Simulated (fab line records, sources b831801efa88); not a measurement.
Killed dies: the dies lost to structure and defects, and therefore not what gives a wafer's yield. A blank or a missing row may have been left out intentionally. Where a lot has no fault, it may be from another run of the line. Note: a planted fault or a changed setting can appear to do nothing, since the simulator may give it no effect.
What tool caused it? ; flow sky130 ; Sampling: 24 lots, 72 wafers, 5 of 708 route steps

== WHAT EACH GAUGE READ, for each wafer ==
SKY_FIELD_ISO_CD_MEAS_13: target cd 150 nm.
lot;measured;on;cd_nm (nm)
L074;day 2 04:52;cd_sem-01;148.2 150.6 148.5
L075;day 2 09:06;cd_sem-02;149.0 149.5 148.2
L076;day 2 15:00;cd_sem-02;150.8 149.5 151.2
L077;day 2 19:56;cd_sem-01;150.1 151.5 149.6
L078;day 3 00:50;cd_sem-01;148.8 149.2 150.4
L079;day 3 07:34;cd_sem-02;150.8 149.6 150.4
L080;day 3 14:47;cd_sem-01;147.6 148.4 147.2
L081;day 3 17:56;cd_sem-02;147.1 147.5 147.0
L082;day 3 22:43;cd_sem-01;149.1 147.3 148.6
L083;day 4 04:37;cd_sem-01;147.4 147.4 147.6
L084;day 4 07:14;cd_sem-01;149.3 150.9 151.0
L085;day 4 16:11;cd_sem-02;149.3 148.9 149.3
L086;day 4 19:08;cd_sem-01;148.9 149.9 150.3
L087;day 5 01:25;cd_sem-02;151.0 148.8 151.4
L088;day 5 11:40;cd_sem-02;151.6 151.9 151.0
L089;day 5 13:11;cd_sem-02;151.1 150.6 150.4
L090;day 5 15:22;cd_sem-02;150.2 148.9 149.1
L091;day 5 19:55;cd_sem-02;148.2 147.0 149.3
L092;day 6 01:10;cd_sem-01;150.8 151.5 151.1
L093;day 7 12:01;cd_sem-01;150.9 150.8 149.1
L094;day 7 12:40;cd_sem-01;147.6 148.6 148.2
L096;day 7 13:08;cd_sem-01;148.8 149.4 151.5
L097;day 7 13:08;cd_sem-02;147.2 148.2 149.1
L095;day 7 13:19;cd_sem-01;149.0 149.2 149.5

SKY_CONTACT_CD_MEAS_14: target cd 170 nm.
lot;measured;on;cd_nm (nm)
L074;day 31 02:11;cd_sem-01;168.7 169.0 168.2
L075;day 31 05:02;cd_sem-01;170.1 170.9 171.6
L076;day 31 18:20;cd_sem-02;169.9 169.1 169.6
L077;day 32 01:38;cd_sem-02;172.1 171.1 171.6
L078;day 32 08:31;cd_sem-02;170.3 169.2 168.9
L079;day 33 03:28;cd_sem-01;172.2 173.9 174.5
L080;day 33 11:17;cd_sem-01;169.4 169.0 169.8
L081;day 33 12:51;cd_sem-01;171.2 171.9 169.8
L082;day 34 02:25;cd_sem-01;169.8 170.3 170.5
L083;day 34 04:46;cd_sem-02;171.1 171.6 169.2
L084;day 34 19:49;cd_sem-01;170.1 169.1 169.0
L085;day 35 06:58;cd_sem-01;170.6 169.3 168.4
L086;day 35 03:05;cd_sem-02;172.4 172.6 172.9
L087;day 35 15:46;cd_sem-02;171.6 171.7 170.4
L088;day 36 02:46;cd_sem-01;169.1 171.3 169.0
L089;day 36 05:31;cd_sem-01;170.3 171.5 170.7
L090;day 36 12:43;cd_sem-02;171.4 173.1 170.2
L091;day 36 18:35;cd_sem-02;170.8 169.9 170.0
L092;day 37 03:59;cd_sem-01;171.7 170.3 169.5
L093;day 39 03:17;cd_sem-02;169.1 170.1 169.4
L094;day 39 05:44;cd_sem-02;169.9 169.1 169.9
L096;day 39 07:10;cd_sem-01;171.5 172.6 172.4
L097;day 39 03:47;cd_sem-02;169.3 169.2 170.5
L095;day 39 09:28;cd_sem-02;167.8 169.3 167.5

SKY_CONTACT_RS_MEAS_25: uses a four-point probe to measure.
lot;measured;on;CONTACT_W_RS (ohm/sq)
L074;day 31 03:14;film_metro-03;0.334 0.340 0.336
L075;day 31 06:07;film_metro-04;0.337 0.338 0.335
L076;day 31 19:23;film_metro-03;0.346 0.346 0.337
L077;day 32 02:43;film_metro-04;0.340 0.347 0.341
L078;day 32 09:37;film_metro-02;0.335 0.335 0.341
L079;day 33 04:33;film_metro-03;0.340 0.341 0.339
L080;day 33 12:22;film_metro-04;0.346 0.346 0.342
L081;day 33 13:54;film_metro-04;0.337 0.337 0.340
L082;day 34 03:28;film_metro-04;0.337 0.345 0.332
L083;day 34 05:50;film_metro-02;0.335 0.341 0.341
L084;day 34 20:54;film_metro-04;0.346 0.336 0.346
L085;day 35 08:05;film_metro-02;0.340 0.339 0.343
L086;day 35 04:08;film_metro-04;0.339 0.337 0.336
L087;day 35 16:54;film_metro-04;0.339 0.337 0.341
L088;day 36 03:52;film_metro-04;0.340 0.339 0.341
L089;day 36 06:35;film_metro-03;0.337 0.338 0.342
L090;day 36 13:49;film_metro-03;0.344 0.345 0.338
L091;day 36 19:45;film_metro-03;0.337 0.340 0.341
L092;day 37 05:02;film_metro-03;0.338 0.337 0.340
L093;day 39 04:22;film_metro-03;0.338 0.340 0.339
L094;day 39 06:47;film_metro-03;0.342 0.339 0.343
L096;day 39 08:13;film_metro-04;0.343 0.348 0.346
L097;day 39 04:52;film_metro-04;0.338 0.341 0.344
L095;day 39 10:31;film_metro-03;0.341 0.339 0.337

== WHAT TOOL EACH LOT RAN ON (gives the tool, then ch and the chambers of the sampled wafers, and finally the start) ==
lot;SKY_FIELD_ISO_ETCH_15;SKY_LDD_P_STRIP_10
L074;rie_diel-01 ch 1,2, day 2 05:01;plasma_asher-02 ch 0,1, day 18 09:53
L075;rie_diel-03 ch 0,1,2, day 2 09:12;plasma_asher-04 ch 0,1, day 18 14:06
L076;rie_diel-01 ch 0,3, day 2 15:08;plasma_asher-04 ch 1, day 19 08:10
L077;rie_diel-04 ch 0,1,3, day 2 20:04;plasma_asher-04 ch 0,1, day 19 13:35
L078;rie_diel-04 ch 0,1,2, day 3 01:00;plasma_asher-03 ch 0,1, day 19 22:07
L079;rie_diel-04 ch 1,2, day 3 07:44;plasma_asher-02 ch 0,1, day 20 16:58
L080;rie_diel-01 ch 0,2,3, day 3 14:57;plasma_asher-03 ch 0,1, day 21 04:43
L081;rie_diel-01 ch 0,3, day 3 18:04;plasma_asher-04 ch 0, day 21 06:35
L082;rie_diel-04 ch 0,2,3, day 3 22:52;plasma_asher-04 ch 0,1, day 21 22:44
L083;rie_diel-01 ch 1,2, day 4 04:46;plasma_asher-04 ch 0, day 21 23:23
L084;rie_diel-04 ch 0,1, day 4 07:24;plasma_asher-04 ch 0,1, day 22 13:41
L085;rie_diel-04 ch 0,1,3, day 4 16:21;plasma_asher-03 ch 0,1, day 23 05:01
L086;rie_diel-04 ch 1,3, day 4 19:16;plasma_asher-03 ch 0,1, day 23 03:01
L087;rie_diel-01 ch 0,3, day 5 01:34;plasma_asher-02 ch 0, day 23 14:11
L088;rie_diel-01 ch 0,3, day 5 11:47;plasma_asher-03 ch 0,1, day 24 05:21
L089;rie_diel-03 ch 0,2, day 5 13:21;plasma_asher-02 ch 0,1, day 24 07:50
L090;rie_diel-01 ch 2,3, day 5 15:31;plasma_asher-03 ch 0,1, day 24 13:26
L091;rie_diel-03 ch 0,2,3, day 5 20:04;plasma_asher-04 ch 0,1, day 24 23:47
L092;rie_diel-03 ch 0,1,3, day 6 01:18;plasma_asher-04 ch 0,1, day 25 08:22
L093;rie_diel-04 ch 2,3, day 7 12:09;plasma_asher-02 ch 0, day 27 12:50
L094;rie_diel-01 ch 0,2,3, day 7 12:48;plasma_asher-02 ch 0,1, day 27 16:19
L096;rie_diel-04 ch 0,2, day 7 13:18;plasma_asher-04 ch 0,1, day 27 19:53
L097;rie_diel-03 ch 0,1,3, day 7 13:18;plasma_asher-03 ch 0,1, day 27 15:27
L095;rie_diel-01 ch 2,3, day 7 13:28;plasma_asher-02 ch 0,1, day 27 21:47
- SKY_FIELD_ISO_ETCH_15: etches the open film in CHF3/O2, stops on Si, target depth 180 nm, time 72 s.
- SKY_LDD_P_STRIP_10: strips in O2/N2.

== WHAT THE TOOLS THEMSELVES READ (means of the sampled wafers that have a number; where no wafer has one, the mark that the record gives instead) ==
SKY_FIELD_ISO_ETCH_15.
lot;tool;drypump_motor_current_A (A);oes_product_au (a.u.);throttle_valve_pct (%)
L074;rie_diel-01;6.1;0.947;8.836
L075;rie_diel-03;5.7;0.944;8.848
L076;rie_diel-01;5.4;0.946;8.843
L077;rie_diel-04;5.2;0.949;8.847
L078;rie_diel-04;5.4;0.954;8.851
L079;rie_diel-04;5.5;0.948;8.846
L080;rie_diel-01;5.6;0.939;8.844
L081;rie_diel-01;5.2;0.942;8.848
L082;rie_diel-04;5.5;0.961;8.840
L083;rie_diel-01;6.2;0.942;8.844
L084;rie_diel-04;5.4;0.954;8.850
L085;rie_diel-04;5.2;0.944;8.850
L086;rie_diel-04;5.1;0.948;8.838
L087;rie_diel-01;5.2;0.938;8.845
L088;rie_diel-01;5.4;0.939;8.849
L089;rie_diel-03;5.8;0.939;8.843
L090;rie_diel-01;5.9;0.937;8.840
L091;rie_diel-03;5.4;0.937;8.835
L092;rie_diel-03;5.6;0.956;8.846
L093;rie_diel-04;5.4;0.938;8.842
L094;rie_diel-01;5.6;0.946;8.841
L096;rie_diel-04;5.7;0.946;8.842
L097;rie_diel-03;5.6;0.945;8.838
L095;rie_diel-01;6.0;0.939;8.842

SKY_LDD_P_STRIP_10.
lot;tool;drypump_motor_current_A (A);o2_flow_sccm (sccm);oes_product_au (a.u.);strip_time_to_endpoint_s (s)
L074;plasma_asher-02;5.9;2998;0.718;14.22
L075;plasma_asher-04;5.9;3001;0.712;14.22
L076;plasma_asher-04;5.8;3006;0.715;14.19
L077;plasma_asher-04;5.9;2999;0.715;14.20
L078;plasma_asher-03;5.5;2998;0.716;14.25
L079;plasma_asher-02;6.2;2993;0.719;14.20
L080;plasma_asher-03;5.3;3001;0.714;14.18
L081;plasma_asher-04;6.0;3007;0.719;14.22
L082;plasma_asher-04;5.9;2999;0.714;14.20
L083;plasma_asher-04;6.0;3004;0.720;14.17
L084;plasma_asher-04;5.9;3006;0.713;14.19
L085;plasma_asher-03;5.3;3002;0.714;14.20
L086;plasma_asher-03;5.3;3012;0.715;14.23
L087;plasma_asher-02;6.4;3013;0.715;14.21
L088;plasma_asher-03;5.3;2999;0.715;14.21
L089;plasma_asher-02;5.9;2999;0.716;14.27
L090;plasma_asher-03;5.5;3001;0.714;14.23
L091;plasma_asher-04;5.9;2999;0.717;14.18
L092;plasma_asher-04;5.9;3003;0.714;14.14
L093;plasma_asher-02;6.4;2994;0.718;14.18
L094;plasma_asher-02;5.9;2996;0.719;14.23
L096;plasma_asher-04;5.9;2995;0.717;14.21
L097;plasma_asher-03;5.3;2998;0.718;14.21
L095;plasma_asher-02;6.1;2991;0.714;14.25

== THE ANSWER, worked out from the rows above alone ==
Rule: what is usual is taken from the lots themselves. The widest of any qualifying gaps counts: lots, ordered by their means at a reading, are off when they make up no more than a third of the lots, leave a main group of 4 or more, and stand apart from it by 3 or more times the standard deviation of that group's means. Not used: any main group whose means are identical at the precision the tables above print for the reading. Also off: a lot with no number at a reading for which 4 or more lots have one. Any other lot the step has rows for is counted as sound. After the gauges, taken in route order, come the tools' own readings; for these a lot's mean is taken, as printed above. At the first step where some lot is off, the reading lying furthest off is the one used; lots without a number count as furthest.
No lot is off at any reading shown: from this, nothing can be told.

== WHAT WAS PUT IN BY THE SIMULATOR ==
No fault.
